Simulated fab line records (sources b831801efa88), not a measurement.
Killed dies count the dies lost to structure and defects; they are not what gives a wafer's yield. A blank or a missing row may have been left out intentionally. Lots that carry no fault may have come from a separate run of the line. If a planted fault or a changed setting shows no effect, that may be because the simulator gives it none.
Chamber matching + flow gf180mcu + GF_CONTACT_CMP_04 on cmp-01 has 4 sister chambers
The step polishes SiO2. 8 wafers are shown with their chamber, then 9 later ones without.

== WAFERS WITH THEIR CHAMBER ==
| wafer  | chamber | motor current A (A) | time to endpoint s (s) |
|--------|---------|---------------------|------------------------|
| L660.2 | 1       | 13.4                | 112                    |
| L664.2 | 0       | 11.3                | 118                    |
| L664.6 | 3       | 12.6                | 117                    |
| L665.4 | 0       | 11.4                | 121                    |
| L665.5 | 2       | 10.0                | 110                    |
| L667.4 | 1       | 12.6                | 119                    |
| L667.5 | 3       | 12.7                | 109                    |
| L667.6 | 2       | 10.3                | 114                    |

== WAFERS WHOSE CHAMBER IS MISSING ==
| wafer  | motor current A (A) | time to endpoint s (s) |
|--------|---------------------|------------------------|
| L668.1 | 12.4                | 110                    |
| L668.4 | 11.9                | 120                    |
| L668.6 | 12.3                | 115                    |
| L669.4 | 12.3                | 119                    |
| L669.5 | 12.2                | 120                    |
| L669.6 | 10.6                | 115                    |
| L671.2 | 10.4                | 109                    |
| L671.3 | 13.0                | 108                    |
| L671.4 | 12.8                | 118                    |

== WHICH CHAMBER EACH WENT THROUGH ==
| wafer  | from the rows above          | in truth |
|--------|------------------------------|----------|
| L668.1 | can't be placed: 3 or 1      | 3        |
| L668.4 | can't be placed: 0 or 3 or 1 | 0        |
| L668.6 | can't be placed: 3 or 1      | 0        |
| L669.4 | can't be placed: 3 or 1 or 0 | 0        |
| L669.5 | can't be placed: 3 or 0 or 1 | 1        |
| L669.6 | can't be placed: 2 or 0      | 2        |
| L671.2 | 2                            | 2        |
| L671.3 | can't be placed: 3 or 1      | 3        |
| L671.4 | can't be placed: 1 or 3      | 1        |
Correct placement for 1 of the 9. From these rows, 8 cannot be placed; in 7 the true chamber is one of the candidates. Placed wrongly: 0.
How it was worked out, from the rows above alone: a wafer's distance from a chamber is the root of the sum, over the readings, of the square of ((its reading less the chamber's mean) divided by the reading's scatter). If the next closest chamber is less than 2 further off than the closest, the wafer can't be placed; otherwise it belongs to the closest. A chamber's mean is the mean of its shown wafers. How the scatter is found: for the shown wafers, subtract from each reading the mean of its chamber, square and add these, divide the total by (wafers less chambers), then take the root.
